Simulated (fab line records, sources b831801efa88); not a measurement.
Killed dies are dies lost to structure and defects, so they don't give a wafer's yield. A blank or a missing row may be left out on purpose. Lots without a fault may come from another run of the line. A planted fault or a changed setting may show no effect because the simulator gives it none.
A struck lot beside a sound one | flow gf180mcu | 16 steps out of a route of 602
Sound: wafers L470.1, L470.2, L470.6. Struck: wafers L474.2, L474.3, L474.6. The cause comes at the end.
At each step with rows: each side's tool, then ch and its chambers, then its first start. Under that, the readings that differ: sound wafers | struck wafers | difference of the means | sigmas: that difference in standard deviations of wafers without a fault.
alike: readings whose means differ by less than 2 such deviations, and words and numbers that are the same on both sides. not compared: withheld readings, readings that some wafer has no value for, bounds like >300 that may hide the same value, and numbers for which the record gives no deviation and whose values overlap.
The two part at a step that has a row with sigmas, a row that says differs or no value, or rows on one side only. Numbers that don't overlap but have no deviation are shown without sigmas and don't part them. A reading that every wafer of one side lacks parts them only if that side has two wafers or more.

first, 3 steps without rows for these wafers: GF_V4_EXPOSE_11 (exposes mask Via4, target cd 260 nm); GF_V4_PEB_12 (peb time 90 s); GF_V4_DEVELOP_13 (develop time 60 s).
GF_V4_CD_MEAS_14: target cd 260 nm.
  sound on cd_sem-02, day 26 07:14; struck on cd_sem-02, day 27 08:35
  alike: cd_nm
GF_V4_OVL_MEAS_15:
  sound on overlay-01, day 26 07:22; struck on overlay-01, day 27 08:41
  alike: V4_OVL
GF_V4_ETCH_16: etches BARC in N2/H2.
  sound on rie_diel-03 ch 0,2, day 26 07:23; struck on rie_diel-03 ch 0,1, day 27 08:43
  alike: drypump_motor_current_A, oes_product_au, throttle_valve_pct
GF_V4_ETCH_17: etches SiO2 in C4F8/O2/Ar, stops on TiN, target depth 630 nm.
  sound on rie_diel-03 ch 0,2; struck on rie_diel-03 ch 0,1
  alike: oes_product_au
GF_V4_STRIP_18: strips in O2/N2.
  sound on plasma_asher-04 ch 0,1, day 26 07:31; struck on plasma_asher-03 ch 0,1, day 27 08:51
  alike: drypump_motor_current_A, heater_power_w, oes_product_au
  not compared: rf_hours_counter_h
then, 2 steps without rows for these wafers: GF_V4_STRIP_19 (strips in post etch residue remover, time 1200 s); GF_V4_CLEAN_20 (cleans in DIW).
GF_V4_SPUTTER_21: material Ti, target thk 15 nm, time 80.02 s.
  sound on pvd_sputter-02, day 26 08:10; struck on pvd_sputter-02, day 27 09:23
  alike: throttle_valve_pct
GF_V4_SPUTTER_22: material TiN, target thk 10 nm, time 40 s.
  sound on pvd_sputter-02, day 26 08:13; struck on pvd_sputter-02, day 27 09:27
  alike: throttle_valve_pct
GF_V4_CVD_23: deposits W, target thk 350 nm, time 104.9 s.
  sound on cvd_w-02 ch 0,1, day 26 08:16; struck on cvd_w-02 ch 0,1, day 27 09:29
  no value came back on the struck wafers for chamber_pressure_Torr (Torr), heater_power_outer_w (W), heater_power_w (W); on the sound wafers chamber_pressure_Torr (Torr) reads 39.89 39.96 39.94
GF_V4_RS_MEAS_24: measures by four-point-probe.
  sound on film_metro-02, day 26 08:23; struck on film_metro-03, day 27 09:37
  reading          | sound             | struck               | difference | sigmas
  V4_W_RS (ohm/sq) | 0.324 0.323 0.323 | 44.019 43.732 43.503 | +43.428    | +99 or more
GF_V4_THK_MEAS_25: measures by xrf.
  sound on film_metro-02, day 26 08:30; struck on film_metro-03, day 27 09:44
  reading       | sound       | struck   | difference | sigmas
  V4_W_THK (nm) | 365 368 365 | <0 <0 <0 | differs    |
GF_V4_CMP_26: polishes, stops on SiO2, t overpolish 15 s, target thk 0 nm.
  sound on cmp-01 ch 1,2, day 26 08:34; struck on cmp-01 ch 1,2,3, day 27 09:53
  reading                | sound    | struck | difference | sigmas
  time_to_endpoint_s (s) | 87 90 87 | 5 5 2  | -84        | -24
  alike: motor_current_A

WHERE THEY PART
First at GF_V4_CVD_23; last, within this record, at GF_V4_CMP_26.

WHY: what the simulator had put in
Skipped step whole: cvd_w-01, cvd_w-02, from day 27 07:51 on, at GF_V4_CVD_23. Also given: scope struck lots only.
